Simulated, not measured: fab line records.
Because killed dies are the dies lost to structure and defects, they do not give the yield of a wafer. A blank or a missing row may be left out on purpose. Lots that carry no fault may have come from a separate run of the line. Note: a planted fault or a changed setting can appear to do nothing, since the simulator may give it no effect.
Chamber matching | flow gf180mcu | GF_V3_CMP_26 on cmp-02: 4 sister chambers
The step polishes, stops on SiO2, t overpolish 15 s, target thk 0 nm. 8 wafers are shown with their chamber, then 12 later ones without.

== WAFERS WITH THEIR CHAMBER ==
wafer  | chamber | motor_current_A (A) | time_to_endpoint_s (s)
L085.5 | 3       | 12.0                | 85
L086.5 | 0       | 10.6                | 84
L086.6 | 1       | 9.6                 | 83
L087.1 | 1       | 9.3                 | 87
L087.6 | 2       | 12.3                | 84
L088.2 | 3       | 11.5                | 83
L088.4 | 0       | 10.4                | 82
L088.5 | 2       | 12.3                | 85

== WAFERS WITH NO CHAMBER GIVEN ==
wafer  | motor_current_A (A) | time_to_endpoint_s (s)
L089.1 | 9.1                 | 86
L089.2 | 12.7                | 88
L089.4 | 10.2                | 87
L094.1 | 12.1                | 87
L094.5 | 12.7                | 85
L094.6 | 12.1                | 86
L095.1 | 12.6                | 88
L095.2 | 10.1                | 84
L095.4 | 8.8                 | 90
L096.1 | 12.3                | 85
L096.3 | 9.5                 | 87
L096.6 | 12.2                | 87

== WHICH CHAMBER EACH ONE RAN IN ==
wafer  | from the rows above     | in truth
L089.1 | 1                       | 1
L089.2 | 2                       | 2
L089.4 | can't be placed: 0 or 1 | 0
L094.1 | can't be placed: 2 or 3 | 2
L094.5 | 2                       | 2
L094.6 | can't be placed: 2 or 3 | 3
L095.1 | 2                       | 2
L095.2 | can't be placed: 0 or 1 | 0
L095.4 | 1                       | 1
L096.1 | 2                       | 2
L096.3 | 1                       | 1
L096.6 | can't be placed: 2 or 3 | 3
Placed correctly: 7 of 12. Unplaceable from these rows: 5, with the true chamber sitting among the candidates in 5. Number placed wrongly: 0.
How it was worked out, from the rows above alone: a wafer's distance from a chamber is the root of the sum, over the readings, of the square of ((its reading less the chamber's mean) divided by the reading's scatter). The wafer belongs to the nearest chamber; if the next one is less than 2 further off, it can't be placed. Each chamber's mean is taken over the wafers shown for it. The scatter is the square root of a quotient: the sum, over the shown wafers, of each reading's squared deviation from its chamber's mean, divided by wafers minus chambers.
